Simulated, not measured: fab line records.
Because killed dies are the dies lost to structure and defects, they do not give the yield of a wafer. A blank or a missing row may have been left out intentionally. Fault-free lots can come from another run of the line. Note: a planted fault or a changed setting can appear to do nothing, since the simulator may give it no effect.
Struck lot and sound lot, side by side / flow sky130 / 16 out of 708 route steps
Sound: wafers L764.1, L764.2, L764.5. Wafers struck: L777.2, L777.4, L777.5. At the end, the cause is stated.
Per side, at each step with rows, come the tool, then ch with its chambers, and then its first start. Under that, the readings that differ: sound wafers / struck wafers / difference of the means / sigmas: that difference in standard deviations of wafers without a fault.
alike: readings with means less than 2 such deviations apart, plus words and numbers identical on both sides. not compared: withheld readings, readings lacking a value on some wafer, bounds such as >300 that could conceal the same value, and numbers that have no deviation in the record and whose values overlap.
The two part at a step that has a row with sigmas, a row that says differs or no value, or rows on one side only. Numbers that don't overlap but have no deviation are shown without sigmas and don't part them. A reading that every wafer of one side lacks parts them only if that side has two wafers or more.

SKY_FIELD_ISO_THK_MEAS_04:
  struck on film_metro-03, day 5 13:57; sound on film_metro-02, day 2 20:24
  alike: FIELD_ISO_CVD_03_THK
then, 8 steps without rows for these wafers: SKY_FIELD_ISO_DEHYDRATE_05 (time 60 s); SKY_FIELD_ISO_HMDS_06 (prime time 60 s); SKY_FIELD_ISO_COAT_07 (resist thk 60 nm); SKY_FIELD_ISO_COAT_08 (resist thk 450 nm); SKY_FIELD_ISO_SOFTBAKE_09 (time 90 s); SKY_FIELD_ISO_EXPOSE_10 (exposes mask FOM, target cd 150 nm); SKY_FIELD_ISO_PEB_11; SKY_FIELD_ISO_DEVELOP_12 (develop time 60 s).
SKY_FIELD_ISO_CD_MEAS_13: the cd target is 150 nm.
  struck on cd_sem-02, day 6 07:41; sound on cd_sem-02, day 3 12:51
  alike: cd_nm
SKY_FIELD_ISO_ETCH_14: etches BARC in N2/H2, stops on SiO2, time 45.9 s, target depth 60 nm.
  sound on rie_diel-01 ch 0,1,3, day 3 12:58; struck on rie_diel-01 ch 0,1,3, day 6 07:47
  alike: drypump_motor_current_A, oes_product_au, throttle_valve_pct
  not compared: rf_hours_counter_h
SKY_FIELD_ISO_ETCH_15: etches the open film in CHF3/O2, stops on Si, target depth 180 nm, time 72 s.
  sound on rie_diel-01 ch 0,1,3, day 3 13:01; struck on rie_diel-01 ch 0,1,3, day 6 07:50
  alike: drypump_motor_current_A, oes_product_au, throttle_valve_pct
  not compared: rf_hours_counter_h
SKY_FIELD_ISO_STRIP_16: strips in O2/N2.
  sound on plasma_asher-02 ch 0,1, day 3 13:04; struck on plasma_asher-01 ch 0,1, day 6 07:53
  no value came back on the struck wafers for chamber_pressure_mTorr (mTorr), drypump_motor_current_A (A), oes_product_au (a.u.), strip_time_to_endpoint_s (s); on the sound wafers chamber_pressure_mTorr (mTorr) reads 1501.2 1499.6 1500.8
reading=model.KrF-thick_of_FIELD_ISO_COAT_08.thk_nm (nm); sound=0 0 0; struck=235.4 236.9 234.2; difference=+235.5; sigmas=
  not compared: rf_hours_counter_h
SKY_FIELD_ISO_ETCH_17: etches Si in HBr/Cl2/O2, target depth 342 nm, time 97.7 s.
  sound on rie_si-02 ch 0,2, day 3 13:10; struck on rie_si-02 ch 0,2,3, day 6 07:59
reading=model.KrF-thick_of_FIELD_ISO_COAT_08.thk_nm (nm); sound=0 0 0; struck=120.1 121.5 121.4; difference=+121.0; sigmas=
  alike: drypump_motor_current_A, oes_product_au, throttle_valve_pct
  not compared: rf_hours_counter_h
then, 1 step without rows for these wafers: SKY_FIELD_ISO_WET_ETCH_18 (etches Si3N4 in H3PO4, target depth 25 nm, time 286 s).
-- the record jumps here: 44 days lie between the struck wafers' starts before and after (it left off in module FIELD_ISO and takes up again in module PAD_OPEN, whose first step shown is number 708 of the route) --
SKY_PAD_OPEN_PROBE_99:
  struck on prober-02, day 50 13:31; sound on prober-02, day 48 01:40
reading=killed_at_front_end; sound=16 12 17; struck=429 430 439; difference=+418; sigmas=+95
reading=killed_dies; sound=96 90 93; struck=492 492 492; difference=+399; sigmas=+36
reading=killed_on_rim; sound=19 12 19; struck=96 96 96; difference=+79; sigmas=+19
  alike: killed_at_M0_to_M3, killed_at_M4_up, killed_at_contacts, killed_at_other, killed_open, killed_short

WHERE THEY PART
First at SKY_FIELD_ISO_STRIP_16; last, within this record, at SKY_PAD_OPEN_PROBE_99.

WHY: what the simulator had put in
Beginning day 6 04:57, the whole step at SKY_FIELD_ISO_STRIP_16 was skipped on plasma_asher-01. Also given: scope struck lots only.
